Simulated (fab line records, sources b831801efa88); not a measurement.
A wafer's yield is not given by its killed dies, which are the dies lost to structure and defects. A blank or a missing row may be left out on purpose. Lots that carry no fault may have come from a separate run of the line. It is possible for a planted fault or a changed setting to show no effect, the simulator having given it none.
Which tool was responsible? | flow sfq-line | 14 lots, 42 wafers sampled, at 4 steps of a route of 325

## WHAT EACH GAUGE READ, for each wafer
SFQ_M6_OVL_MEAS_940.
lot  | measured     | on         | M6_OVL (nm)
L186 | day 73 06:14 | overlay-02 | 12 7 1
L187 | day 73 13:26 | overlay-02 | 8 7 2
L189 | day 74 03:50 | overlay-02 | -1 -3 2
L190 | day 74 17:02 | overlay-02 | 6 8 10
L191 | day 75 09:50 | overlay-01 | -1 -3 1
L193 | day 76 01:43 | overlay-02 | -3 -1 -7
L194 | day 76 04:36 | overlay-01 | -3 -4 -4
L195 | day 76 05:48 | overlay-01 | 4 -3 2
L196 | day 76 07:00 | overlay-01 | 5 1 -1
L197 | day 80 18:41 | overlay-02 | 1 0 1
L199 | day 81 18:43 | overlay-02 | 2 2 0
L206 | day 83 18:30 | overlay-01 | 0 -3 1
L207 | day 84 07:50 | overlay-02 | -5 -2 2
L208 | day 84 14:16 | overlay-01 | -2 -13 -8

## TOOL THAT RAN EACH LOT (tool first, then ch and the chambers of the sampled wafers, then the start)
lot  | SFQ_TRILAYER_A5B_DEP_PECVD_129  | SFQ_TRILAYER_A5B_METRO_MEASURE_131 | SFQ_TRILAYER_C5_BARC_OPEN_VIA_ETCH_210
L186 | pecvd-01 ch 0,1,2, day 57 01:10 | film-metro-03, day 57 04:16        | rie-diel-01 ch 1,2, day 67 16:01
L187 | pecvd-01 ch 0,1,2, day 57 09:34 | film-metro-03, day 57 12:52        | rie-diel-04 ch 0,1,2, day 68 06:21
L189 | pecvd-04 ch 0,1,2, day 58 01:17 | film-metro-03, day 58 04:29        | rie-diel-04 ch 0,1,2, day 68 22:07
L190 | pecvd-02 ch 0,2, day 58 12:25   | film-metro-01, day 58 15:50        | rie-diel-01 ch 0,1,2, day 69 12:17
L191 | pecvd-02 ch 0,1,2, day 59 02:42 | film-metro-03, day 59 07:14        | rie-diel-01 ch 2,3, day 69 22:50
L193 | pecvd-04 ch 0,1,2, day 59 23:43 | film-metro-03, day 60 03:58        | rie-diel-02 ch 1,2,3, day 70 13:02
L194 | pecvd-04 ch 0,1, day 60 03:17   | film-metro-01, day 60 09:22        | rie-diel-02 ch 1,2,3, day 70 22:47
L195 | pecvd-01 ch 1,2, day 60 07:04   | film-metro-03, day 60 15:04        | rie-diel-04 ch 0,3, day 71 08:32
L196 | pecvd-02 ch 0,2, day 60 09:28   | film-metro-02, day 60 19:22        | rie-diel-04 ch 0,1,2, day 75 07:28
L197 | pecvd-02 ch 0,1, day 62 20:25   | film-metro-01, day 63 11:02        | rie-diel-04 ch 0,3, day 76 15:27
L199 | pecvd-01 ch 0,1,2, day 66 17:07 | film-metro-02, day 66 21:01        | rie-diel-01 ch 1,2,3, day 77 08:15
L206 | pecvd-02 ch 1,2, day 75 02:30   | film-metro-02, day 75 05:47        | rie-diel-04 ch 1,2, day 79 14:23
L207 | pecvd-02 ch 0,1,2, day 75 14:22 | film-metro-01, day 75 18:01        | rie-diel-04 ch 1,2,3, day 80 01:32
L208 | pecvd-04 ch 1,2, day 75 18:16   | film-metro-03, day 75 21:33        | rie-diel-01 ch 1,2,3, day 80 06:44
- SFQ_TRILAYER_A5B_DEP_PECVD_129: deposits SiO2 from SiH4/N2O, time 133.33 s, target thk 600 nm.
- SFQ_TRILAYER_A5B_METRO_MEASURE_131
- SFQ_TRILAYER_C5_BARC_OPEN_VIA_ETCH_210: etches BARC in O2, target depth 125 nm, time 41.7 s.

## AS READ BY THE TOOLS THEMSELVES (means over the sampled wafers that have a number; for cases with no such wafer, the mark the record gives instead)
SFQ_TRILAYER_A5B_DEP_PECVD_129.
lot  | tool     | heater-power-w (W) | susceptor-temp-C (C) | throttle-valve-pct (%)
L186 | pecvd-01 | 84                 | 150.08               | 23.4
L187 | pecvd-01 | 83                 | 149.89               | 23.4
L189 | pecvd-04 | 100                | 149.99               | 25.1
L190 | pecvd-02 | 83                 | 150.07               | 23.3
L191 | pecvd-02 | 77                 | 149.88               | 23.1
L193 | pecvd-04 | 99                 | 149.98               | 25.2
L194 | pecvd-04 | 94                 | 149.88               | 25.5
L195 | pecvd-01 | 90                 | 150.03               | 22.7
L196 | pecvd-02 | 83                 | 149.99               | 23.4
L197 | pecvd-02 | 67                 | 150.01               | 22.8
L199 | pecvd-01 | 82                 | 149.88               | 24.0
L206 | pecvd-02 | 72                 | 149.93               | 23.6
L207 | pecvd-02 | 75                 | 149.93               | 24.1
L208 | pecvd-04 | 107                | 149.97               | 25.2

SFQ_TRILAYER_A5B_METRO_MEASURE_131.
lot  | tool          | thk-nm (nm)
L186 | film-metro-03 | 345
L187 | film-metro-03 | 349
L189 | film-metro-03 | 333
L190 | film-metro-01 | 337
L191 | film-metro-03 | 348
L193 | film-metro-03 | 338
L194 | film-metro-01 | 344
L195 | film-metro-03 | 347
L196 | film-metro-02 | 339
L197 | film-metro-01 | 344
L199 | film-metro-02 | 342
L206 | film-metro-02 | 352
L207 | film-metro-01 | 341
L208 | film-metro-03 | 339

SFQ_TRILAYER_C5_BARC_OPEN_VIA_ETCH_210.
lot  | tool        | chamber-pressure-mTorr (mTorr) | drypump-motor-current-A (A) | oes-product-au (a.u.) | run-length-s (s)
L186 | rie-diel-01 | 30.011                         | 6.1                         | 0.689                 | 70.1
L187 | rie-diel-04 | 30.010                         | 5.8                         | 0.686                 | 70.0
L189 | rie-diel-04 | 30.009                         | 5.8                         | 0.684                 | 70.1
L190 | rie-diel-01 | 29.999                         | 5.8                         | 0.688                 | 70.0
L191 | rie-diel-01 | 29.980                         | 5.6                         | 0.682                 | 70.4
L193 | rie-diel-02 | 30.003                         | 6.1                         | 0.680                 | 69.8
L194 | rie-diel-02 | 29.996                         | 6.1                         | 0.682                 | 70.1
L195 | rie-diel-04 | 29.996                         | 5.7                         | 0.685                 | 69.8
L196 | rie-diel-04 | 30.002                         | 5.8                         | 0.684                 | 70.1
L197 | rie-diel-04 | 29.987                         | 5.7                         | 0.688                 | 69.5
L199 | rie-diel-01 | 29.986                         | 5.8                         | 0.685                 | 70.1
L206 | rie-diel-04 | 29.996                         | 5.9                         | 0.773                 | 64.4
L207 | rie-diel-04 | 29.991                         | 5.7                         | 0.763                 | 63.9
L208 | rie-diel-01 | 30.005                         | 5.7                         | 0.688                 | 70.3

## THE ANSWER, worked out from the rows above alone
Rule: the usual values come from the lots themselves. The widest of any qualifying gaps counts: lots, ordered by their means at a reading, are off when they make up no more than a third of the lots, leave a main group of 4 or more, and stand apart from it by 3 or more times the standard deviation of that group's means. A main group is skipped when, at the precision printed for the reading in the tables above, its means are all equal. A lot without any number at a reading at which 4 lots or more have one is off too. All remaining lots with rows at the step are treated as sound. Order of review: gauges by route order, followed by the tools' own readings, for which a lot's mean as printed above is used. At the first step where some lot is off, the reading lying furthest off is the one used; lots without a number count as furthest.
Off at SFQ_TRILAYER_C5_BARC_OPEN_VIA_ETCH_210 (oes-product-au): L206, L207. The main group has a mean of 0.685 a.u. with a standard deviation of 0.0027.
A tool fits if, at that step or a process step before it, it ran every lot that is off, and no sound lot after the first of them. Undecided on this evidence; 2 tools fit (pecvd-02 at SFQ_TRILAYER_A5B_DEP_PECVD_129, rie-diel-04 at SFQ_TRILAYER_C5_BARC_OPEN_VIA_ETCH_210).

## WHAT THE SIMULATOR HAD INSERTED
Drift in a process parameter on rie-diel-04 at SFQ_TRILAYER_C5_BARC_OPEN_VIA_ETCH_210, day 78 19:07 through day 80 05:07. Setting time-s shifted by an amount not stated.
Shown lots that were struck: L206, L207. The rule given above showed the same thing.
